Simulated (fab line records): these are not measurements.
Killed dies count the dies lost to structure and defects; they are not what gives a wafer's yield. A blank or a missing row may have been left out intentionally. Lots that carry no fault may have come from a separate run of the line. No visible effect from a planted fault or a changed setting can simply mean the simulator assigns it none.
8D (eight disciplines) problem report, filled in by code / flow gf180mcu / the parts of the form that need people (team, actions taken, sign-off) are left out

== 1. THE PROBLEM ==
beamEnergyKeV at GF_DNWELL_IMPLANT_07 reads a mean of 1612.9 on 6 wafers of 2 lots; wafers without a fault read 1500.1 with a standard deviation of 0.58. That is +99 or more standard deviations from the usual mean.
The first sign was on wafer L679.3 at day 6 05:52, on implanter-03. The record holds 18 wafers of 6 lots with a number at this step. By rule, "out" or "out of limits" means more than 4 standard deviations away from the usual mean. All remaining wafers that have a number are taken as sound.

== 2. WHAT THIS IS AND IS NOT ==
question=which readings at this step | is=beamEnergyKeV | is not=endStationPressureTorr, faradayCurrentUA
question=which lots | is=L679, L681 | is not=L667, L669, L683, L686
question=which wafers of those lots | is=all that have a number | is not=-
question=read on which tools | is=implanter-03 | is not=implanter-02, implanter-04
question=when | is=from day 6 05:52 | is not=up to then (6 sound wafers); but 6 sound wafers of L683, L686 came after

== 3. SUSPECTS, AND WHAT RULES EACH OUT ==
Counting: any tool at a process step up to the reading is kept as a suspect provided that every lot that is out went through it and no sound lot did after the first of them.
- implanter-03 at GF_DNWELL_IMPLANT_07: kept. It processed each lot that is out, first L679 at day 6 05:52, and no sound lot thereafter; up to then, the last sound lot it processed was L669 at day 4 04:12. Out on those wafers are its own readings of beamEnergyKeV.
Left after counting: implanter-03 at GF_DNWELL_IMPLANT_07.

== 4. THE CAUSE (what the simulator had put in) ==
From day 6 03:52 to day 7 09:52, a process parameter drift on implanter-03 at GF_DNWELL_IMPLANT_07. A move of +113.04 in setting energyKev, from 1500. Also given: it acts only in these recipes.
Only this tool survived the counting.

== 5. SEQUENCE OF EFFECTS, ordered by route ==
One row per reading whose mean, taken over the struck wafers that have a number, lies over 3 standard deviations from the usual. Only readings whose record carries a usual standard deviation are examined. hours: median over the lots of the time between each lot's start at the first step of this table that gives one and its start at this step. sigmas: the change, counted in usual standard deviations.
hours=0; step=GF_DNWELL_IMPLANT_07; reading=beamEnergyKeV; usual=1500.1; on struck wafers=1612.9; change=+112.8; sigmas=+99 or more
Here are the process steps it includes:
- GF_DNWELL_IMPLANT_07

== 6. HOW IT WOULD HAVE BEEN CAUGHT EARLIER ==
First out-of-limits reading in this record: day 6 05:52, which is 2 hours after fault onset at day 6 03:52.
